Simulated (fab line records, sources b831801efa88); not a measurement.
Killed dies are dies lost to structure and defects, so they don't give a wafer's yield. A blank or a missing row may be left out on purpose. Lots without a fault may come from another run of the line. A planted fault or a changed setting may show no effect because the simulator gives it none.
Split-lot experiment | flow gf180mcu | 5 lots, 23 wafers read, on a route of 602 steps

THE SPLIT
At GF_TOP_METAL_SPUTTER_01 (material TiN, target thk 30 nm, time 25 s), the setting chamber_pressure_pa was moved away from the recipe's 0.4 Pa on 15 of the 23 wafers read, by -10.6% to +11.9%. The other wafers ran this setting at the recipe's value.

The reading is taken at the split's own step.

THE READING
TiN_of_TOP_METAL_SPUTTER_01.thk_nm (the simulator's own value, which no gauge read), in nm, at GF_TOP_METAL_SPUTTER_01 (material TiN, target thk 30 nm, time 25 s). The file gives no usual value for it. The 8 wafers here that ran the recipe average 29.54 nm, standard deviation 0.36 nm.

wafer  | tool, chamber at the split | chamber_pressure_pa as run, Pa | against the recipe | TiN_of_TOP_METAL_SPUTTER_01.thk_nm, nm | against lot-mates on the recipe
L074.1 | pvd_sputter-03, -          | 0.4477                         | +11.9%             | 29.22                                  | no lot-mate on the recipe
L074.2 | pvd_sputter-03, -          | 0.4477                         | +11.9%             | 29.19                                  | no lot-mate on the recipe
L074.3 | pvd_sputter-03, -          | 0.4477                         | +11.9%             | 29.06                                  | no lot-mate on the recipe
L074.4 | pvd_sputter-03, -          | 0.4477                         | +11.9%             | 28.97                                  | no lot-mate on the recipe
L074.5 | pvd_sputter-03, -          | 0.4477                         | +11.9%             | 29.4                                   | no lot-mate on the recipe
L076.2 | pvd_sputter-04, -          | 0.4                            | recipe             | 29.96                                  | -
L076.3 | pvd_sputter-04, -          | 0.4                            | recipe             | 29.73                                  | -
L076.6 | pvd_sputter-04, -          | 0.4                            | recipe             | 30.08                                  | -
L077.1 | pvd_sputter-02, -          | 0.3715                         | -7.1%              | 30.76                                  | no lot-mate on the recipe
L077.3 | pvd_sputter-02, -          | 0.3715                         | -7.1%              | 30.17                                  | no lot-mate on the recipe
L077.4 | pvd_sputter-02, -          | 0.3715                         | -7.1%              | 30.52                                  | no lot-mate on the recipe
L077.5 | pvd_sputter-02, -          | 0.3715                         | -7.1%              | 30.31                                  | no lot-mate on the recipe
L077.6 | pvd_sputter-02, -          | 0.3715                         | -7.1%              | 30.15                                  | no lot-mate on the recipe
L082.2 | pvd_sputter-03, -          | 0.3575                         | -10.6%             | 30.62                                  | no lot-mate on the recipe
L082.3 | pvd_sputter-03, -          | 0.3575                         | -10.6%             | 30.62                                  | no lot-mate on the recipe
L082.4 | pvd_sputter-03, -          | 0.3575                         | -10.6%             | 30.39                                  | no lot-mate on the recipe
L082.5 | pvd_sputter-03, -          | 0.3575                         | -10.6%             | 30.28                                  | no lot-mate on the recipe
L082.6 | pvd_sputter-03, -          | 0.3575                         | -10.6%             | 30.76                                  | no lot-mate on the recipe
L084.1 | pvd_sputter-03, -          | 0.4                            | recipe             | 29.16                                  | -
L084.2 | pvd_sputter-03, -          | 0.4                            | recipe             | 29.11                                  | -
L084.4 | pvd_sputter-03, -          | 0.4                            | recipe             | 29.11                                  | -
L084.3 | pvd_sputter-03, -          | 0.4                            | recipe             | 29.59                                  | -
L084.5 | pvd_sputter-03, -          | 0.4                            | recipe             | 29.56                                  | -

THE FIT
A straight line over all 23 wafers: TiN_of_TOP_METAL_SPUTTER_01.thk_nm changes by -0.0641 nm for each +1% of chamber_pressure_pa; r = -0.85; the points scatter about the line by 0.33 nm.
Too few moved wafers have a lot-mate on the recipe to fit a line with each lot's own level taken away.

THE FILE'S OWN FIT
TiN_of_TOP_METAL_SPUTTER_01.thk_nm changes by -0.0641 nm for each +1% of chamber_pressure_pa, r = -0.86.
